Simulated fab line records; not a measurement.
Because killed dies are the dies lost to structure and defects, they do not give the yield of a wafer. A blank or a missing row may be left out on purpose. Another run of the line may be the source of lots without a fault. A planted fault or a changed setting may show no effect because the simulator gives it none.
8D (eight disciplines) problem report, filled in by code ; flow sky130 ; the parts of the form that need people (team, actions taken, sign-off) are left out

== 1. WHAT WENT WRONG ==
At SKY_PAD_OPEN_PROBE_99, killed_at_M4_up averages 34.1 over 9 wafers from 3 lots, while fault-free wafers read 3.0, standard deviation 1.8. That is +17 standard deviations from the usual mean.
First observed at day 49 13:49: wafer L476.2, on prober-01. The record has a number at this step for 9 wafers belonging to 3 lots. Rule for "out", or "out of limits": more than 4 standard deviations from the usual mean. All remaining wafers that have a number are taken as sound.

== 2. WHAT IT IS, WHAT IT ISN'T ==
question;is;is not
which readings at this step;killed_at_M4_up;killed_at_M0_to_M3, killedAtContacts, killedAtFrontEnd, killedOpen, killedShort, sort_bin_6_memory
which lots;L476, L478, L479;-
which wafers of those lots;all that have a number;-
read on which tools;prober-01, prober-02;-
when;from day 49 13:49;up to then (0 sound wafers)

== 3. SUSPECTS, AND WHAT RULES EACH OUT ==
Counting: any tool at a process step up to the reading is kept as a suspect provided that every lot that is out went through it and no sound lot did after the first of them.
- pvdSputter-03 at SKY_METAL5_SPUTTER_01 (material TiN, target thk 20 nm, time 16.7 s): kept. It ran every lot that is out, first L476 (day 47 00:21), and no sound lot after that.
- pvdSputter-03 at SKY_METAL5_SPUTTER_03 (material Ti, target thk 5 nm, time 3.3 s): kept. It ran every lot that is out, first L476 (day 47 00:26), and no sound lot after that.
Left after counting: pvdSputter-03 at SKY_METAL5_SPUTTER_01, pvdSputter-03 at SKY_METAL5_SPUTTER_03.

== 4. THE CAUSE (what the simulator had put in) ==
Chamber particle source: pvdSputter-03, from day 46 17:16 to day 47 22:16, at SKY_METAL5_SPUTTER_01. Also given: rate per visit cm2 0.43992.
This tool is one of the 2 suspects left after counting.

== 5. THE EFFECT CHAIN, in route order ==
Rows list readings where the struck wafers' mean (over those with a number) sits beyond 3 standard deviations from the usual. Readings are gone through only where the record gives a usual standard deviation; hours: the median, over the lots, of the time from a lot's start at the first step in this table giving one to that lot's start at this step; sigmas: the change measured in usual standard deviations.
hours;step;reading;usual;on struck wafers;change;sigmas
0;SKY_PAD_OPEN_PROBE_99;defectLimitedYield;82.6 %;76.3;-6.3;-3.3
0;SKY_PAD_OPEN_PROBE_99;killed_at_M4_up;3.0;34.1;+31.1;+17
0;SKY_PAD_OPEN_PROBE_99;killedDies;86;117;+31;+3.3
0;SKY_PAD_OPEN_PROBE_99;sort_bin_5_function;10.2 %;14.9;+4.7;+3.6
0;SKY_PAD_OPEN_PROBE_99;sortNPass;406;375;-31;-3.3
0;SKY_PAD_OPEN_PROBE_99;sortYieldPct;82.6 %;76.3;-6.3;-3.3
It contains these process steps:
- SKY_PAD_OPEN_PROBE_99

== 6. HOW IT WOULD HAVE BEEN CAUGHT EARLIER ==
In this record the first reading out of limits was taken at day 49 13:49, 69 hours after the fault began at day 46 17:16.
No tool reading at SKY_METAL5_SPUTTER_01 that has a usual standard deviation in the record was out on any struck wafer, so an alarm limit of 4 standard deviations on those readings would not have fired.
Each of the lots that are out, 3 in all, had begun SKY_METAL5_SPUTTER_01 on pvdSputter-03 no later than day 49 13:49. None of them would have been spared by holding the tool at that moment.
